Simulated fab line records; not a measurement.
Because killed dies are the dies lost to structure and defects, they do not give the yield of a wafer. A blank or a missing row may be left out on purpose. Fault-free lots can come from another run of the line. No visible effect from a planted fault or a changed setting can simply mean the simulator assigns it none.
Which tool did it? | flow sky130 | 33 wafers from 11 lots sampled at 4 of the route's 708 steps

== WHAT THE GAUGES READ, wafer by wafer ==
SKY_VT_ADJUST_NCORE_OVL_MEAS_08. Usual: VT_ADJUST_NCORE_OVL gives 0.7 nm (standard deviation 1.6).
lot  | measured     | on         | VT_ADJUST_NCORE_OVL (nm) | flag
L155 | day 8 16:08  | overlay-02 | 1.0 0.8 2.4              |
L156 | day 8 19:26  | overlay-02 | 3.1 4.1 3.5              |
L157 | day 9 04:29  | overlay-02 | 1.0 0.7 -0.2             |
L165 | day 11 11:05 | overlay-01 | -1.2 -2.2 -0.6           |
L166 | day 11 17:41 | overlay-01 | -0.3 -1.3 0.2            |
L167 | day 12 02:25 | overlay-01 | 0.3 1.0 1.0              |
L170 | day 12 21:09 | overlay-02 | -0.5 -1.5 1.0            |
L172 | day 13 10:08 | overlay-02 | 2.5 1.7 2.7              |
L173 | day 13 19:25 | overlay-01 | -3.2 -0.5 -2.2           |
L174 | day 13 22:29 | overlay-01 | -0.4 -0.2 -2.1           |
L178 | day 15 05:54 | overlay-01 | -0.7 -0.2 -1.1           |

SKY_SONOS_TUNNEL_OVL_MEAS_08. Usual: SONOS_TUNNEL_OVL gives 0.1 nm (standard deviation 1.3).
lot  | measured     | on         | SONOS_TUNNEL_OVL (nm) | flag
L155 | day 11 11:23 | overlay-02 | -1.3 0.2 0.3          |
L156 | day 11 15:44 | overlay-02 | -0.8 -0.3 -0.8        |
L157 | day 12 00:20 | overlay-02 | 0.8 1.2 1.6           |
L165 | day 14 10:44 | overlay-02 | 0.9 1.4 -0.5          |
L166 | day 14 20:08 | overlay-02 | 1.9 2.3 0.5           |
L167 | day 15 05:00 | overlay-02 | 0.3 0.4 1.3           |
L170 | day 16 01:11 | overlay-01 | 1.3 0.9 1.2           |
L172 | day 16 17:41 | overlay-01 | -2.7 -3.1 -2.2        |
L173 | day 17 04:35 | overlay-01 | 1.2 -0.6 -1.5         |
L174 | day 17 07:20 | overlay-01 | 0.7 0.0 -0.4          |
L178 | day 18 19:44 | overlay-02 | 0.6 -0.8 0.6          |

SKY_SONOS_ONO_OVL_MEAS_14. Usual: SONOS_ONO_OVL gives 0.6 nm (standard deviation 1.6).
lot  | measured     | on         | SONOS_ONO_OVL (nm) | flag
L155 | day 12 17:43 | overlay-01 | 0.2 0.9 -0.7       |
L156 | day 13 00:38 | overlay-01 | 0.4 1.4 0.0        |
L157 | day 13 09:50 | overlay-02 | 1.8 1.9 1.2        |
L165 | day 15 18:05 | overlay-02 | 45.9 45.2 46.2     | OFF
L166 | day 16 22:35 | overlay-01 | 43.2 43.3 43.8     | OFF
L167 | day 16 23:34 | overlay-02 | 2.2 3.2 3.3        |
L170 | day 17 13:41 | overlay-01 | -0.5 2.6 1.3       |
L172 | day 18 03:26 | overlay-01 | 0.2 0.8 1.1        |
L173 | day 18 18:53 | overlay-02 | 1.4 1.7 2.3        |
L174 | day 18 18:35 | overlay-02 | 4.1 4.1 3.7        |
L178 | day 20 12:23 | overlay-01 | -1.9 -1.0 -1.0     |

== TOOL THAT RAN EACH LOT (tool first, then ch and the chambers of the sampled wafers, then the start) ==
lot  | SKY_SONOS_ONO_EXPOSE_10
L155 | iline-stepper-02 ch 0, day 12 05:48
L156 | iline-stepper-02 ch 0, day 12 13:32
L157 | iline-stepper-01 ch 0, day 12 21:46
L165 | iline-stepper-01 ch 0, day 15 05:23
L166 | iline-stepper-01 ch 0, day 16 08:16
L167 | iline-stepper-02 ch 0, day 16 08:58
L170 | iline-stepper-02 ch 0, day 17 00:05
L172 | iline-stepper-02 ch 0, day 17 13:03
L173 | iline-stepper-02 ch 0, day 18 04:37
L174 | iline-stepper-02 ch 0, day 18 04:17
L178 | iline-stepper-02 ch 0, day 19 22:10
- SKY_SONOS_ONO_EXPOSE_10: exposes mask ONOM, target cd 410 nm.

== AS READ BY THE TOOLS THEMSELVES (means over the sampled wafers that have a number; for cases with no such wafer, the mark the record gives instead) ==
The record holds no such reading with a usual standard deviation.

== THE ANSWER, worked out from the rows above alone ==
Rule: a lot is off if the mean of its wafers that have a number lies more than 3 standard deviations from the usual mean. Also off: a lot with no number at a reading for which 4 or more lots have one. All remaining lots with rows at the step are treated as sound. First the gauges in route order, then the tools' own readings, where a lot's mean is used as printed above. At the first step where some lot is off, the reading lying furthest off is the one used; lots without a number count as furthest.
Off: L165, L166, seen at SKY_SONOS_ONO_OVL_MEAS_14 (SONOS_ONO_OVL).
A tool fits if, at a process step before that reading, it ran every lot that is off, and no sound lot after the first of them. Those tools and the gauges at SKY_SONOS_ONO_OVL_MEAS_14 are tried in the same way. One fits: SKY_SONOS_ONO_EXPOSE_10 on iline-stepper-01. A fault onset in the window from L157 (day 12 21:46, its last sound lot) to L165 (day 15 05:23, its first lot off) fits.

== WHAT THE SIMULATOR HAD INSERTED ==
Scanner matching overlay: iline-stepper-01, from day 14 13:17 on, at SKY_SONOS_ONO_EXPOSE_10. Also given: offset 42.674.
Lots struck among those shown: L165, L166. Same finding as the rule above.
